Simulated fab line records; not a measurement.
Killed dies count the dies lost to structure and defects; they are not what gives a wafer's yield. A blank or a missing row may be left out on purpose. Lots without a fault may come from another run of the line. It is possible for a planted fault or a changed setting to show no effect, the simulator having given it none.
A struck lot beside a sound one / flow sky130 / 13 out of 708 route steps
Sound: the wafers L510.1, L510.2, L510.5. Wafers struck: L520.1, L520.2, L520.3. The cause is given at the end.
At each step with rows: each side's tool, then ch and its chambers, then its first start. Under that, the readings that differ: sound wafers / struck wafers / difference of the means / sigmas: that difference in standard deviations of wafers without a fault.
alike: a reading whose means differ by less than 2 such deviations, as well as words and numbers matching on both sides. not compared: withheld readings; readings where some wafer has no value; bounds like >300 that might hide an equal value; numbers whose values overlap and for which the record gives no deviation.
Wherever a step has rows on one side only, a row that says differs or no value, or a row with sigmas, the two part there. Numbers that have no deviation but don't overlap get no sigmas and don't part them. A reading that every wafer of one side lacks parts them only if that side has two wafers or more.

SKY_FIELD_ISO_BOW_MEAS_00:
  sound on film_metro-01, day 2 01:00; struck on film_metro-02, day 4 03:00
  alike: INCOMING_BOW
then, 1 step without rows for these wafers: SKY_FIELD_ISO_OXIDATION_01 (stabilise 600 s, purge 300 s, target thk 12 nm).
SKY_FIELD_ISO_THK_MEAS_02:
  sound on film_metro-04, day 2 02:38; struck on film_metro-04, day 4 06:28
  alike: FIELD_ISO_OXIDATION_00_THK
then, 1 step without rows for these wafers: SKY_FIELD_ISO_CVD_03 (deposits Si3N4 from DCS/NH3, target thk 165 nm, time 2830 s).
SKY_FIELD_ISO_THK_MEAS_04:
  sound on film_metro-04, day 2 04:29; struck on film_metro-01, day 4 12:08
  alike: FIELD_ISO_CVD_03_THK
then, 6 steps without rows for these wafers: SKY_FIELD_ISO_DEHYDRATE_05 (time 60 s); SKY_FIELD_ISO_HMDS_06 (prime time 60 s); SKY_FIELD_ISO_COAT_07 (resist thk 60 nm); SKY_FIELD_ISO_COAT_08 (resist thk 450 nm); SKY_FIELD_ISO_SOFTBAKE_09 (time 90 s); SKY_FIELD_ISO_EXPOSE_10 (exposes mask FOM, target cd 150 nm).
SKY_FIELD_ISO_PEB_11:
  sound on litho_track-02 ch 0, day 2 19:00; struck on litho_track-01, day 5 05:00
reading=exhaust_pa (Pa); sound=45.9 45.7 44.3; struck=- - -; difference=no value on the struck wafers; sigmas=
  not compared: chill_plate_temp_C, resist_line_temp_C
then, 1 step without rows for these wafers: SKY_FIELD_ISO_DEVELOP_12 (develop time 60 s).

== WHERE THEY PART ==
At SKY_FIELD_ISO_PEB_11 and nowhere else, as far as this record goes.

WHY: the cause the simulator had injected
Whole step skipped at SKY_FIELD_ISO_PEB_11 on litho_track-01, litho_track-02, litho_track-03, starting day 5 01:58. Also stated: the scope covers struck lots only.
